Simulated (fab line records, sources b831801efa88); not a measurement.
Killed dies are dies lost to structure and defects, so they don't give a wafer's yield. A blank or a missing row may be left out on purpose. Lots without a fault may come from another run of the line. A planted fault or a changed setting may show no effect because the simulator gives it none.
Problem report in the 8D (eight disciplines) form, filled by code | flow gf180mcu | the parts of the form that need people (team, actions taken, sign-off) are left out

1. THE PROBLEM
cd_nm at GF_STI_CD_MEAS_12 reads a mean of 203.0 nm on 6 wafers of 2 lots; wafers without a fault read 219.8 nm with a standard deviation of 1.2. That is -14 standard deviations from the usual mean.
The step: target cd 220 nm.
First seen on wafer L859.1, day 4 11:47, on cd_sem-02. The record holds 39 wafers of 13 lots with a number at this step. Rule for "out", or "out of limits": more than 4 standard deviations from the usual mean. The other wafers with a number count as sound.

2. WHAT IT IS AND WHAT IT IS NOT
question                    | is                     | is not
which readings at this step | cd_nm                  | -
which lots                  | L859, L860             | L848, L849, L850, L851, L862, L865, L866, L868, L869, L870, L871
which wafers of those lots  | all that have a number | -
read on which gauges        | cd_sem-01, cd_sem-02   | -
when                        | from day 4 11:47       | up to then (12 sound wafers); but 21 sound wafers of L862, L865, L866, L868, L869, L870, L871 came after

3. SUSPECTS, AND WHAT RULES EACH OUT
Counting: a tool at a process step up to the reading stays a suspect if it ran every lot that is out and no sound lot after the first of them.
- the gauge at GF_STI_CD_MEAS_12: ruled out. The wafers that are out were read on 2 gauges (cd_sem-01, cd_sem-02).
- litho_track-03 at GF_STI_SOFTBAKE_08 (time 60 s): kept. It ran every lot that is out, first L859 (day 4 05:20), and no sound lot after that; its last sound lot up to then is L851 (day 2 11:20). Its own readings are out on those wafers: heater_power_total_W, plate_temp_C.
Left after counting: litho_track-03 at GF_STI_SOFTBAKE_08.

4. THE CAUSE (what the simulator had put in)
Process parameter drift: litho_track-03, from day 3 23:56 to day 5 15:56, at GF_STI_SOFTBAKE_08. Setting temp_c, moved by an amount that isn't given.
Counting left only this tool.

5. THE CHAIN OF EFFECTS, in route order
Each row: a reading whose mean over the struck wafers that have a number lies more than 3 standard deviations from the usual. Only readings for which the record gives a usual standard deviation are gone through. hours: the time from each lot's start at the first step in this table that gives one to its start at this step, as a median over the lots. sigmas: the change in usual standard deviations.
hours | step               | reading              | usual    | on struck wafers | change | sigmas
0     | GF_STI_SOFTBAKE_08 | heater_power_total_W | 93.06 W  | 97.86            | +4.80  | +92
0     | GF_STI_SOFTBAKE_08 | plate_temp_C         | 130.02 C | 135.19           | +5.16  | +37
7     | GF_STI_CD_MEAS_12  | cd_nm                | 219.8 nm | 203.0            | -16.8  | -14
The process steps in it:
- GF_STI_SOFTBAKE_08: time 60 s.
Later measuring or inspecting steps at which every struck wafer that the step has a row for has a number for every such reading, and none has moved that far: GF_HV_LDD_OVL_MEAS_32, GF_V1_RS_MEAS_24.

6. WHAT WOULD HAVE CAUGHT IT SOONER
In this record the first reading out of limits at a measuring or inspecting step was taken at day 4 11:47, 12 hours after the fault began at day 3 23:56.
The tool's own readings at GF_STI_SOFTBAKE_08 were out on every struck wafer that the step has a row for (heater_power_total_W, plate_temp_C): an alarm limit on them would have fired on the first of those.
All the lots that are out (2) had begun GF_STI_SOFTBAKE_08 on litho_track-03 by day 4 11:47. A hold on the tool at that time would have spared none of them.
